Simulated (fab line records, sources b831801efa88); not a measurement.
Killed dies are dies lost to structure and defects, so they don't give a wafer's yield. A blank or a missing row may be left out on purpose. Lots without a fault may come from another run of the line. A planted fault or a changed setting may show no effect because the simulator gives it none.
A struck lot beside a sound one | flow sky130 | 15 steps out of a route of 708
Sound: wafers L829.1, L829.4, L829.5. Struck: wafers L841.1, L841.3, L841.5. The cause comes at the end.
At each step with rows: each side's tool, then ch and its chambers, then its first start. Under that, the readings that differ: sound wafers | struck wafers | difference of the means | sigmas: that difference in standard deviations of wafers without a fault.
alike: readings whose means differ by less than 2 such deviations, and words and numbers that are the same on both sides. not compared: withheld readings, readings that some wafer has no value for, bounds like >300 that may hide the same value, and numbers for which the record gives no deviation and whose values overlap.
The two part at a step that has a row with sigmas, a row that says differs or no value, or rows on one side only. Numbers that don't overlap but have no deviation are shown without sigmas and don't part them. A reading that every wafer of one side lacks parts them only if that side has two wafers or more.

first, 4 steps without rows for these wafers: SKY_VT_ADJUST_HVTR_SOFTBAKE_03 (time 60 s); SKY_VT_ADJUST_HVTR_EXPOSE_04 (exposes mask HVTRM, target cd 380 nm); SKY_VT_ADJUST_HVTR_PEB_05; SKY_VT_ADJUST_HVTR_DEVELOP_06 (develop time 60 s).
SKY_VT_ADJUST_HVTR_CD_MEAS_07: target cd 380 nm.
  sound on cd_sem-01, day 10 02:34; struck on cd_sem-01, day 13 09:39
  alike: cd_nm
SKY_VT_ADJUST_HVTR_OVL_MEAS_08:
  sound on overlay-02, day 10 02:41; struck on overlay-02, day 13 09:46
  alike: VT_ADJUST_HVTR_OVL
then, 1 step without rows for these wafers: SKY_VT_ADJUST_HVTR_IMPLANT_09.
SKY_VT_ADJUST_HVTR_STRIP_10: strips in O2/N2.
  sound on plasma_asher-01 ch 0,1, day 10 02:52; struck on plasma_asher-03 ch 0, day 13 09:57
  alike: drypump_motor_current_A, n2_flow_sccm, oes_product_au, strip_time_to_endpoint_s
  not compared: rf_hours_counter_h
SKY_VT_ADJUST_HVTR_TW_MEAS_11:
  sound on film_metro-03, day 10 02:58; struck on film_metro-02, day 13 10:03
  alike: VT_ADJUST_HVTR_TW
then, 3 steps without rows for these wafers: SKY_VT_ADJUST_PCH_DEHYDRATE_00 (time 60 s); SKY_VT_ADJUST_PCH_HMDS_01 (prime time 60 s); SKY_VT_ADJUST_PCH_COAT_02 (resist thk 3000 nm).
SKY_VT_ADJUST_PCH_SOFTBAKE_03:
  sound on litho_track-03 ch 0, day 10 14:14; struck on litho_track-01 ch 0, day 13 20:43
  reading                  | sound                | struck               | difference | sigmas
  heater_power_total_W (W) | 65.23 65.07 65.34    | 66.10 66.37 66.44    | +1.09      | +8
  plate_temp_C (C)         | 110.04 109.98 110.03 | 111.18 111.33 111.09 | +1.18      | +9
then, 1 step without rows for these wafers: SKY_VT_ADJUST_PCH_EXPOSE_04 (exposes mask NWM, target cd 840 nm).
-- the record jumps here: 35 days lie between the struck wafers' starts before and after (it left off in module VT_ADJUST_PCH and takes up again in module PAD_OPEN, whose first step shown is number 708 of the route) --
SKY_PAD_OPEN_PROBE_99:
  the record has rows for the struck wafers here (prober-02, day 48 22:34) and none for the sound ones

WHERE THEY PART
First at SKY_VT_ADJUST_PCH_SOFTBAKE_03; last, within this record, at SKY_PAD_OPEN_PROBE_99.

WHY: what the simulator had put in
Process parameter drift: litho_track-01, from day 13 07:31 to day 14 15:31, at SKY_VT_ADJUST_PCH_SOFTBAKE_03. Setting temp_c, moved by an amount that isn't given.
